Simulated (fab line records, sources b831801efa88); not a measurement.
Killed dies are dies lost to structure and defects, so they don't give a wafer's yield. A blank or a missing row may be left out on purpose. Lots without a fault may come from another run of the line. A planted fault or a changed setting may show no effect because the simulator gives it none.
Chamber matching | flow sky130 | SKY_FIELD_ISO_ETCH_17 on rie_si-02: 4 sister chambers
The step etches Si in HBr/Cl2/O2, target depth 342 nm, time 97.7 s. 8 wafers are shown with their chamber, then 11 later ones without.

WAFERS WITH THEIR CHAMBER
wafer  | chamber | drypump_motor_current_A (A) | he_backside_leak_sccm (sccm)
L080.5 | 1       | 6.2                         | 2.9
L084.3 | 3       | 5.8                         | 2.7
L085.1 | 1       | 6.2                         | 2.7
L085.3 | 2       | 5.3                         | 3.3
L088.2 | 2       | 5.3                         | 2.9
L088.3 | 0       | 5.5                         | 2.7
L088.6 | 3       | 5.8                         | 2.7
L089.3 | 0       | 5.4                         | 2.8

WAFERS WITHOUT THEIR CHAMBER
wafer  | drypump_motor_current_A (A) | he_backside_leak_sccm (sccm)
L089.4 | 6.2                         | 2.8
L089.5 | 5.5                         | 2.8
L090.2 | 5.3                         | 3.2
L090.3 | 6.2                         | 2.7
L090.4 | 5.8                         | 2.5
L091.2 | 5.8                         | 2.8
L091.4 | 6.2                         | 2.8
L091.5 | 5.8                         | 2.6
L095.1 | 6.1                         | 2.8
L095.2 | 5.5                         | 2.7
L095.3 | 5.8                         | 2.6

WHICH CHAMBER EACH WENT THROUGH
wafer  | from the rows above | in truth
L089.4 | 1                   | 1
L089.5 | 0                   | 0
L090.2 | 2                   | 2
L090.3 | 1                   | 1
L090.4 | 3                   | 3
L091.2 | 3                   | 3
L091.4 | 1                   | 1
L091.5 | 3                   | 3
L095.1 | 1                   | 1
L095.2 | 0                   | 0
L095.3 | 3                   | 3
Placed correctly: 11 of 11. Can't be placed from these rows: 0. Placed wrongly: 0.
How it was worked out, from the rows above alone: a wafer's distance from a chamber is the root of the sum, over the readings, of the square of ((its reading less the chamber's mean) divided by the reading's scatter). The wafer belongs to the nearest chamber; if the next one is less than 2 further off, it can't be placed. A chamber's mean is the mean of its shown wafers. The scatter: the root of (the sum of the squares of (reading less its chamber's mean) over the shown wafers, divided by (wafers less chambers)).
